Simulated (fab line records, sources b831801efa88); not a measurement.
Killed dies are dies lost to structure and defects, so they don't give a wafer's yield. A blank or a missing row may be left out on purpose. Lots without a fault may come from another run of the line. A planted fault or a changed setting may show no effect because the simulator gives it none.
fab line records | flow sky130 | part 1 of 2: steps 1 to 33 of 43
record lots=5 wafers=15 last_day=50
route steps=708 shown SD_N@344 SD_P@359 RES_XHIGH@360 SALICIDE@361 LI_CONTACT@362 LOCAL_INTERCONNECT@387
lots that met no fault: from a run of the same line without faults
start_h: hours from the record's first day to the start of the lot's first wafer shown | wait_h: hours since the lot's step before | " the same as in the row above | L1.1+2: a row that stands for several wafers | - no value, or no start given | * or withheld: withheld | < > ~ a bound
route shown NAME@n: a module of which the file shows steps, and the number in the route of the first | usual: mean/standard deviation of fault-free wafers | same: alike in all rows | chamber/n: place in a boat | sites: the reading at each site | _std_site: their standard deviation | _edge_site: outer sites' mean less inner sites' | radius_mm: how far each site lies from the wafer's centre | mask NAME#n: copy n | behind: the tool/chamber that last shaped the wafer | hold: why the lot was held/for how many hours/how that ended | device: the transistor (n, p or np) that didn't switch | end of line: the same wafers' tests at the end of the route | a step without rows: its recipe alone | killed: dies lost to structure and defects at the first sort, not the wafer's yield | map: a wafer's dies, x killed, . not, _ none there
set.NAME: the setting as run; set.NAME@STEP: as run at that earlier step | model.NAME: the simulator's own value behind a step, which no gauge read
lots at some steps of the route; a table a step, a row a wafer
services: from which hour (start_h, from the record's first day; less than 0 if before it) a tool's chamber was out of use, for how many hours, and why
## steps
# step SKY_SD_N_COAT_02
# recipe resist=NOVOLAK spin_rpm=3000 resist_thk_nm=1140
# columns lot.wafer tool chamber start_h wait_h
L076.3+4+6 litho_track-04 0 644.04 0.1
L077.1+4+5 litho_track-04 0 647.74 0.1
L080.1+3+5 litho_track-03 0 678.44 0.1
L082.2+4+6 litho_track-03 0 693.61 0.1
L097.3+4+6 litho_track-01 0 829.47 0.1
# step SKY_SD_N_SOFTBAKE_03
# recipe temp_c=90 time_s=60 resist=NOVOLAK
# columns lot.wafer tool chamber start_h wait_h
L076.3+4+6 litho_track-04 0 644.19 0.1
L077.1+4+5 litho_track-04 0 647.89 0.1
L080.1+3+5 litho_track-03 0 678.59 0.1
L082.2+4+6 litho_track-03 0 693.76 0.1
L097.3+4+6 litho_track-01 0 829.62 0.1
# step SKY_SD_N_EXPOSE_04
# recipe mask_id=NSDM na=0.6 source_shape=conventional sigma_outer=0.6 polarization=unpolarized target_cd_nm=380 dose_mj=142.6
# columns lot.wafer tool chamber start_h wait_h mask
L076.3+4+6 iline_stepper-02 0 - - NSDM#0
L077.1+4+5 iline_stepper-01 0 - - NSDM#0
L080.1+3+5 iline_stepper-01 0 - - NSDM#0
L082.2+4+6 iline_stepper-02 0 - - NSDM#0
L097.3+4+6 iline_stepper-02 0 - - NSDM#0
# step SKY_SD_N_PEB_05
# recipe temp_c=withheld time_s=* resist=NOVOLAK
# columns lot.wafer tool chamber start_h wait_h
L076.3+4+6 litho_track-03 0 - -
L077.1+4+5 litho_track-03 0 - -
L080.1+3+5 litho_track-04 0 - -
L082.2+4+6 litho_track-01 0 - -
L097.3+4+6 litho_track-03 0 - -
# step SKY_SD_N_DEVELOP_06
# recipe resist=NOVOLAK developer=TMAH develop_time_s=60 dev_temp_c=23
# columns lot.wafer tool chamber start_h wait_h
L076.3+4+6 litho_track-03 0 658.64 0.1
L077.1+4+5 litho_track-03 0 662.39 0.1
L080.1+3+5 litho_track-04 0 692.14 0.1
L082.2+4+6 litho_track-01 0 707.80 0.1
L097.3+4+6 litho_track-03 0 843.09 0.1
# step SKY_SD_N_CD_MEAS_07
# recipe target_cd_nm=380
# usual cd_nm=380/3.2
# columns lot.wafer tool chamber start_h wait_h cd_nm
L076.3 cd_sem-01 - 658.78 0.1 377
L076.4 " - " " 378
L076.6 " - " " 375
L077.1 cd_sem-02 - 662.54 0.1 378
L077.4 " - " " 378
L077.5 " - " " 376
L080.1 cd_sem-01 - 692.29 0.1 378
L080.3 " - " " 376
L080.5 " - " " 378
L082.2 cd_sem-01 - 707.94 0.1 379
L082.4 " - " " 379
L082.6 " - " " 376
L097.3 cd_sem-02 - 843.23 0.1 378
L097.4 " - " " 377
L097.6 " - " " 377
# step SKY_SD_N_OVL_MEAS_08
# usual SD_N_OVL=0.0/1.2
# columns lot.wafer tool chamber start_h wait_h SD_N_OVL[nm]
L076.3 overlay-02 - 658.87 0.1 0.9
L076.4 " - " " 1.5
L076.6 " - " " 1.9
L077.1 overlay-02 - 662.66 0.1 -1.4
L077.4 " - " " -0.8
L077.5 " - " " -1.1
L080.1 overlay-01 - 692.41 0.1 -3.4
L080.3 " - " " -0.7
L080.5 " - " " -0.8
L082.2 overlay-02 - 708.05 0.1 -0.8
L082.4 " - " " 0.2
L082.6 " - " " 1.9
L097.3 overlay-02 - 843.32 0.1 0.4
L097.4 " - " " 0.5
L097.6 " - " " 1.0
# step SKY_SD_N_IMPLANT_09
# recipe species=As energy_kev=50 dose_cm2=4e+15 tilt_deg=0
# columns lot.wafer tool chamber start_h wait_h
L076.3+4+6 implanter-04 0 658.95 0.1
L077.1+4+5 implanter-04 0 662.70 0.0
L080.1+3+5 implanter-03 0 692.44 0.0
L082.2+4+6 implanter-01 0 708.10 0.0
L097.3+4+6 implanter-01 0 843.40 0.1
# step SKY_SD_N_IMPLANT_10
# recipe species=P energy_kev=20 dose_cm2=1e+14 tilt_deg=0
# columns lot.wafer tool chamber start_h wait_h
L076.3+4+6 implanter-04 0 659.10 0.1
L077.1+4+5 implanter-04 0 662.85 0.1
L080.1+3+5 implanter-03 0 692.59 0.1
L082.2+4+6 implanter-01 0 708.25 0.1
L097.3+4+6 implanter-01 0 843.55 0.1
# step SKY_SD_N_STRIP_11
# recipe chemistry=O2/N2 power_w=1400 pressure_mtorr=1500 platen_temp_c=withheld o2_flow_sccm=3000 n2_flow_sccm=300 overash_fraction=0.5
# usual drypump_motor_current_A=5.7/0.37 oes_product_au=0.527/0.0045 strip_time_to_endpoint_s=22.55/0.036
# same overash_fraction=0.5
# columns lot.wafer tool chamber start_h wait_h drypump_motor_current_A oes_product_au rf_hours_counter_h strip_time_to_endpoint_s
L076.3 plasma_asher-03 0 659.23 0.1 6.1 0.532 - 22.60
L076.4 " 1 " " 5.7 0.529 - 22.65
L076.6 " 1 " " 5.7 0.525 - 22.58
L077.1 plasma_asher-01 0 663.00 0.1 5.9 0.525 87 22.54
L077.4 " 0 " " 5.9 0.531 - 22.61
L077.5 " 1 " " 5.1 0.528 - 22.58
L080.1 plasma_asher-03 1 692.74 0.1 5.7 0.524 102 22.54
L080.3 " 1 " " 5.7 0.526 - 22.59
L080.5 " 1 " " 5.7 0.519 - 22.58
L082.2 plasma_asher-03 1 708.38 0.1 5.7 0.521 103 22.52
L082.4 " 1 " " 5.7 0.533 - 22.54
L082.6 " 1 " " 5.7 0.519 - 22.55
L097.3 plasma_asher-01 1 843.68 0.1 5.1 0.530 - 22.54
L097.4 " 0 " " 5.8 0.527 - 22.54
L097.6 " 1 " " 5.1 0.528 - 22.55
# step SKY_SD_N_TW_MEAS_12
# usual SD_N_TW=3929/47
# columns lot.wafer tool chamber start_h wait_h SD_N_TW
L076.3 film_metro-02 - 659.32 0.1 3973
L076.4 " - " " 3977
L076.6 " - " " 3966
L077.1 film_metro-01 - 663.10 0.1 3915
L077.4 " - " " 3915
L077.5 " - " " 3905
L080.1 film_metro-01 - 692.84 0.1 3860
L080.3 " - " " 3872
L080.5 " - " " 3890
L082.2 film_metro-04 - 708.49 0.1 3924
L082.4 " - " " 3914
L082.6 " - " " 3899
L097.3 film_metro-04 - 843.77 0.1 3952
L097.4 " - " " 3948
L097.6 " - " " 3947
# step SKY_SD_N_CLEAN_13
# recipe chemistry=SC1/SC2 mix=1:4:20 temp_c=70 time_s=150 dry=n2_spin
# columns lot.wafer tool chamber start_h wait_h
L076.3+4+6 wet_bench-02 2 659.36 0.0
L077.1+4+5 wet_bench-04 1 663.16 0.1
L080.1+3+5 wet_bench-02 0 692.90 0.1
L082.2+4+6 wet_bench-02 0 708.54 0.0
L097.3+4+6 wet_bench-04 2 843.81 0.0
# step SKY_SD_N_RTA_14
# recipe temp_c=1075 time_s=2 idle_temp_c=650 ramp_up_c_per_s=150 ramp_down_c_per_s=90 ambient=N2
# usual lamp_power_pct=15.74/0.055 wafer_temp_C_max=1078.2/1.3
# columns lot.wafer tool chamber start_h wait_h lamp_power_pct wafer_temp_C_max
L076.3 rtp_anneal-01 0 659.42 0.0 15.69 1078.0
L076.4 " 0 " " 15.74 1080.8
L076.6 " 0 " " 15.74 1077.6
L077.1 rtp_anneal-02 0 663.21 0.0 15.73 1080.3
L077.4 " 0 " " 15.64 1079.7
L077.5 " 0 " " 15.67 1079.1
L080.1 rtp_anneal-01 0 692.95 0.0 15.68 1078.2
L080.3 " 0 " " 15.68 1080.7
L080.5 " 0 " " 15.74 1077.8
L082.2 rtp_anneal-01 0 708.60 0.0 15.82 1077.6
L082.4 " 0 " " 15.78 1078.4
L082.6 " 0 " " 15.85 1076.9
L097.3 rtp_anneal-02 0 843.88 0.0 15.77 1078.7
L097.4 " 0 " " 15.78 1079.6
L097.6 " 0 " " 15.77 1081.5
# step SKY_SD_N_RS_MEAS_16
# recipe thk_meas_gauge=four-point-probe
# usual SD_N_RS=68.65/0.14
# columns lot.wafer tool chamber start_h wait_h SD_N_RS[ohm/sq]
L076.3 film_metro-02 - 659.62 0.1 68.50
L076.4 " - " " 68.47
L076.6 " - " " 68.66
L077.1 film_metro-01 - 663.38 0.1 68.93
L077.4 " - " " 68.93
L077.5 " - " " 68.97
L080.1 film_metro-02 - 693.13 0.1 68.23
L080.3 " - " " 68.50
L080.5 " - " " 68.50
L082.2 film_metro-02 - 708.79 0.1 68.52
L082.4 " - " " 68.61
L082.6 " - " " 68.57
L097.3 film_metro-02 - 844.07 0.1 68.62
L097.4 " - " " 68.54
L097.6 " - " " 68.32
# step SKY_SD_N_RS_MEAS_17
# recipe thk_meas_gauge=four-point-probe
# usual SD_P_RS=147.1/0.44
# columns lot.wafer tool chamber start_h wait_h SD_P_RS[ohm/sq]
L076.3 film_metro-02 - 659.74 0.1 146.9
L076.4 " - " " 147.0
L076.6 " - " " 147.4
L077.1 film_metro-01 - 663.50 0.1 147.3
L077.4 " - " " 148.2
L077.5 " - " " 148.2
L080.1 film_metro-02 - 693.25 0.1 146.0
L080.3 " - " " 146.4
L080.5 " - " " 146.3
L082.2 film_metro-02 - 708.91 0.1 146.9
L082.4 " - " " 146.8
L082.6 " - " " 146.9
L097.3 film_metro-02 - 844.19 0.1 146.8
L097.4 " - " " 147.3
L097.6 " - " " 146.8
# step SKY_SD_N_RS_MEAS_18
# recipe thk_meas_gauge=four-point-probe
# usual RES_XHIGH_RS=334.0/1.2
# columns lot.wafer tool chamber start_h wait_h RES_XHIGH_RS[ohm/sq]
L076.3 film_metro-02 - 659.86 0.1 333.6
L076.4 " - " " 333.0
L076.6 " - " " 334.6
L077.1 film_metro-01 - 663.62 0.1 335.2
L077.4 " - " " 333.5
L077.5 " - " " 335.0
L080.1 film_metro-02 - 693.37 0.1 332.4
L080.3 " - " " 333.9
L080.5 " - " " 334.0
L082.2 film_metro-02 - 709.03 0.1 331.1
L082.4 " - " " 332.5
L082.6 " - " " 332.3
L097.3 film_metro-02 - 844.31 0.1 332.0
L097.4 " - " " 333.1
L097.6 " - " " 332.4
# step SKY_SALICIDE_CLEAN_00
# recipe chemistry=HF-last time_s=30 dilution=100:1 dry=ipa_marangoni
# columns lot.wafer tool chamber start_h wait_h
L076.3+4+6 wet_bench-02 1 659.94 0.1
L077.1+4+5 wet_bench-04 0 663.74 0.1
L080.1+3+5 wet_bench-04 3 693.49 0.1
L082.2+4+6 wet_bench-03 0 709.13 0.1
L097.3+4+6 wet_bench-03 1 844.39 0.1
# step SKY_LI_CONTACT_HDPCVD_00
# recipe material=PSG target_thk_nm=930 sigma_open_frac=0.3 time_s=155 temp_c=600 sih4_flow_sccm=60 pressure_mtorr=6
# columns lot.wafer tool chamber start_h wait_h
L076.3+4+6 hdpcvd-01 2,1,2 659.96 0.0
L077.1+4+5 hdpcvd-01 2,0,1 663.76 0.0
L080.1+3+5 hdpcvd-01 0,2,2 693.50 0.0
L082.2+4+6 hdpcvd-01 2,0,2 709.14 0.0
L097.3+4+6 hdpcvd-01 1,2,1 844.41 0.0
# step SKY_LI_CONTACT_THK_MEAS_01
# recipe reads=PSG_of_LI_CONTACT_HDPCVD_00
# usual LI_CONTACT_HDPCVD_THK=931/9.7
# columns lot.wafer tool chamber start_h wait_h LI_CONTACT_HDPCVD_THK[nm]
L076.3 film_metro-02 - 660.08 0.1 940
L076.4 " - " " 911
L076.6 " - " " 933
L077.1 film_metro-04 - 663.86 0.1 931
L077.4 " - " " 911
L077.5 " - " " 929
L080.1 film_metro-04 - 693.61 0.1 930
L080.3 " - " " 923
L080.5 " - " " 925
L082.2 film_metro-04 - 709.26 0.1 935
L082.4 " - " " 927
L082.6 " - " " 932
L097.3 film_metro-02 - 844.53 0.1 931
L097.4 " - " " 943
L097.6 " - " " 939
# step SKY_LI_CONTACT_CMP_02
# recipe material=PSG down_force_psi=4 platen_rpm=60 pad_velocity_m_s=0.94248
# usual motor_current_A=12.3/1.3 time_to_endpoint_s=32.1/2.3
# columns lot.wafer tool chamber start_h wait_h motor_current_A time_to_endpoint_s
L076.4 cmp-02 0 660.17 0.1 13.6 31.1
L076.3 " 1 " " 11.0 34.0
L076.6 " 3 " " 10.4 35.0
L077.4 cmp-01 2 663.92 0.0 14.3 30.9
L077.1 " 3 " " 12.5 33.1
L077.5 " 3 " " 13.0 34.1
L080.3 cmp-02 3 693.72 0.1 10.7 30.7
L080.1 " 1 " " 11.0 32.7
L080.5 " 3 " " 10.8 32.5
L082.4 cmp-02 1 709.54 0.3 10.7 33.2
L082.2 " 0 " " 13.8 32.7
L082.6 " 1 " " 11.1 29.5
L097.4 cmp-01 0 844.62 0.1 12.2 36.8
L097.3 " 1 " " 11.9 29.2
L097.6 " 0 " " 11.9 33.9
# step SKY_LI_CONTACT_BOW_MEAS_03
# recipe mode=bow
# usual LI_CONTACT_BOW=56/6.2
# columns lot.wafer tool chamber start_h wait_h LI_CONTACT_BOW[um]
L076.3 film_metro-04 - 660.46 0.2 59
L076.4 " - " " 44
L076.6 " - " " 56
L077.1 film_metro-04 - 664.22 0.2 57
L077.4 " - " " 60
L077.5 " - " " 59
L080.1 film_metro-02 - 693.97 0.1 53
L080.3 " - " " 56
L080.5 " - " " 53
L082.2 film_metro-02 - 709.86 0.1 53
L082.4 " - " " 58
L082.6 " - " " 55
L097.3 film_metro-04 - 844.91 0.2 71
L097.4 " - " " 52
L097.6 " - " " 61
# step SKY_LI_CONTACT_DEHYDRATE_04
# recipe temp_c=200 time_s=60
# columns lot.wafer tool chamber start_h wait_h
L076.3+4+6 litho_track-03 0 673.64 13.2
L077.1+4+5 litho_track-01 0 677.67 13.4
L080.1+3+5 litho_track-02 0 707.63 13.6
L082.2+4+6 litho_track-01 0 722.70 12.8
L097.3+4+6 litho_track-02 0 857.13 12.2
# step SKY_LI_CONTACT_HMDS_05
# recipe prime_time_s=60 prime_temp_c=120
# columns lot.wafer tool chamber start_h wait_h
L076.3+4+6 litho_track-03 0 673.79 0.1
L077.1+4+5 litho_track-01 0 677.82 0.1
L080.1+3+5 litho_track-02 0 707.78 0.1
L082.2+4+6 litho_track-01 0 722.85 0.1
L097.3+4+6 litho_track-02 0 857.28 0.1
# step SKY_LI_CONTACT_COAT_06
# recipe resist=BARC temp_c=withheld time_s=withheld spin_rpm=3000 resist_thk_nm=60
# columns lot.wafer tool chamber start_h wait_h
L076.3+4+6 litho_track-03 0 673.94 0.1
L077.1+4+5 litho_track-01 0 677.97 0.1
L080.1+3+5 litho_track-02 0 707.93 0.1
L082.2+4+6 litho_track-01 0 723.00 0.1
L097.3+4+6 litho_track-02 0 857.43 0.1
# step SKY_LI_CONTACT_COAT_07
# recipe resist=KrF-thick spin_rpm=3000 resist_thk_nm=450
# columns lot.wafer tool chamber start_h wait_h
L076.3+4+6 litho_track-03 0 - -
L077.1+4+5 litho_track-01 0 - -
L080.1+3+5 litho_track-02 0 - -
L082.2+4+6 litho_track-01 0 - -
L097.3+4+6 litho_track-02 0 - -
# step SKY_LI_CONTACT_SOFTBAKE_08
# recipe temp_c=100 time_s=90 resist=KrF-thick
# columns lot.wafer tool chamber start_h wait_h
L076.3+4+6 litho_track-03 0 - -
L077.1+4+5 litho_track-01 0 - -
L080.1+3+5 litho_track-02 0 - -
L082.2+4+6 litho_track-01 0 - -
L097.3+4+6 litho_track-02 0 - -
# step SKY_LI_CONTACT_EXPOSE_09
# recipe mask_id=LICM1 na=0.8 source_shape=annular sigma_inner=0.55 sigma_outer=0.85 target_cd_nm=170 dose_mj=38
# columns lot.wafer tool chamber start_h wait_h mask
L076.3+4+6 krf_scanner-01 0 - - LICM1#0
L077.1+4+5 krf_scanner-02 0 - - LICM1#0
L080.1+3+5 krf_scanner-02 0 - - LICM1#0
L082.2+4+6 krf_scanner-01 0 - - LICM1#0
L097.3+4+6 krf_scanner-01 0 - - LICM1#0
# step SKY_LI_CONTACT_PEB_10
# recipe peb_temp_c=withheld peb_time_s=withheld resist=KrF-thick
# columns lot.wafer tool chamber start_h wait_h
L076.3+4+6 litho_track-01 0 - -
L077.1+4+5 litho_track-01 0 - -
L080.1+3+5 litho_track-01 0 - -
L082.2+4+6 litho_track-01 0 - -
L097.3+4+6 litho_track-03 0 - -
# step SKY_LI_CONTACT_DEVELOP_11
# recipe develop_time_s=60 resist=KrF-thick dev_temp_c=21
# columns lot.wafer tool chamber start_h wait_h
L076.3+4+6 litho_track-01 0 - -
L077.1+4+5 litho_track-01 0 - -
L080.1+3+5 litho_track-01 0 - -
L082.2+4+6 litho_track-01 0 - -
L097.3+4+6 litho_track-03 0 - -
# step SKY_LI_CONTACT_CD_MEAS_12
# recipe target_cd_nm=170
# usual cd_nm=169.8/1.5
# columns lot.wafer tool chamber start_h wait_h cd_nm
L076.3 cd_sem-02 - 687.81 - 169.2
L076.4 " - " " 169.0
L076.6 " - " " 169.0
L077.1 cd_sem-02 - 692.02 - 167.1
L077.4 " - " " 168.4
L077.5 " - " " 169.0
L080.1 cd_sem-02 - 721.47 - 170.6
L080.3 " - " " 169.6
L080.5 " - " " 170.6
L082.2 cd_sem-02 - 737.39 - 167.9
L082.4 " - " " 169.1
L082.6 " - " " 169.0
L097.3 cd_sem-02 - 871.08 - 166.6
L097.4 " - " " 168.5
L097.6 " - " " 168.6
# step SKY_LI_CONTACT_OVL_MEAS_13
# usual LI_CONTACT_OVL=3/6
# columns lot.wafer tool chamber start_h wait_h LI_CONTACT_OVL[nm]
L076.3 overlay-02 - 687.90 0.1 4
L076.4 " - " " 14
L076.6 " - " " 10
L077.1 overlay-02 - 692.14 0.1 13
L077.4 " - " " 13
L077.5 " - " " 12
L080.1 overlay-01 - 721.59 0.1 -10
L080.3 " - " " -10
L080.5 " - " " -3
L082.2 overlay-02 - 737.50 0.1 4
L082.4 " - " " 1
L082.6 " - " " 2
L097.3 overlay-01 - 871.17 0.1 4
L097.4 " - " " 8
L097.6 " - " " 0
# step SKY_LI_CONTACT_ETCH_14
# recipe chemistry=N2/H2 target=BARC ion_energy_ev=200 source_w=500 bias_w=100 pressure_mtorr=30 n2_flow_sccm=100 h2_flow_sccm=200 stop_on=SiO2 time_s=45.9 target_depth_a=600
# usual drypump_motor_current_A=5.7/0.39 oes_product_au=0.854/0.0043 throttle_valve_pct=13.227/0.0094
# columns lot.wafer tool chamber start_h wait_h drypump_motor_current_A oes_product_au rf_hours_counter_h throttle_valve_pct
L076.3 rie_diel-04 1 687.93 0.0 5.4 0.860 4 13.216
L076.4 " 0 " " 5.5 0.857 11 13.216
L076.6 " 1 " " 5.4 0.858 - 13.223
L077.1 rie_diel-02 3 692.18 0.0 6.3 0.857 5 13.226
L077.4 " 1 " " 6.1 0.853 6 13.241
L077.5 " 3 " " 6.3 0.850 - 13.221
L080.1 rie_diel-04 1 721.63 0.0 5.4 0.861 5 13.235
L080.3 " 3 " " 5.3 0.863 1 13.221
L080.5 " 2 " " 5.5 0.859 - 13.230
L082.2 rie_diel-02 3 737.53 0.0 6.3 0.858 6 13.227
L082.4 " 2 " " 6.0 0.849 11 13.225
L082.6 " 0 " " 6.3 0.849 - 13.219
L097.3 rie_diel-04 1 871.20 0.0 5.4 0.854 8 13.229
L097.4 " 0 " " 5.5 0.845 15 13.223
L097.6 " 2 " " 5.4 0.852 - 13.249
# step SKY_LI_CONTACT_ETCH_15
# recipe target=PSG chemistry=C4F8/O2/Ar stop_on=Si taper_deg=4.15 mask_material=KrF-thick source_w=1500 bias_w=1200 pressure_mtorr=40 c4f8_flow_sccm=withheld O2_flow_sccm=6 Ar_flow_sccm=300 time_s=withheld target_depth_a=6000
# usual oes_product_au=0.836/0.0042
# columns lot.wafer tool chamber start_h wait_h oes_product_au
L076.3 rie_diel-04 1 687.97 0.0 0.836
L076.4 " 0 " " 0.842
L076.6 " 1 " " 0.842
L077.1 rie_diel-02 3 692.22 0.0 0.837
L077.4 " 1 " " 0.831
L077.5 " 3 " " 0.841
L080.1 rie_diel-04 1 721.67 0.0 0.828
L080.3 " 3 " " 0.839
L080.5 " 2 " " 0.847
L082.2 rie_diel-02 3 737.57 0.0 0.829
L082.4 " 2 " " 0.842
L082.6 " 0 " " 0.836
L097.3 rie_diel-04 1 871.24 0.0 0.836
L097.4 " 0 " " 0.836
L097.6 " 2 " " 0.841
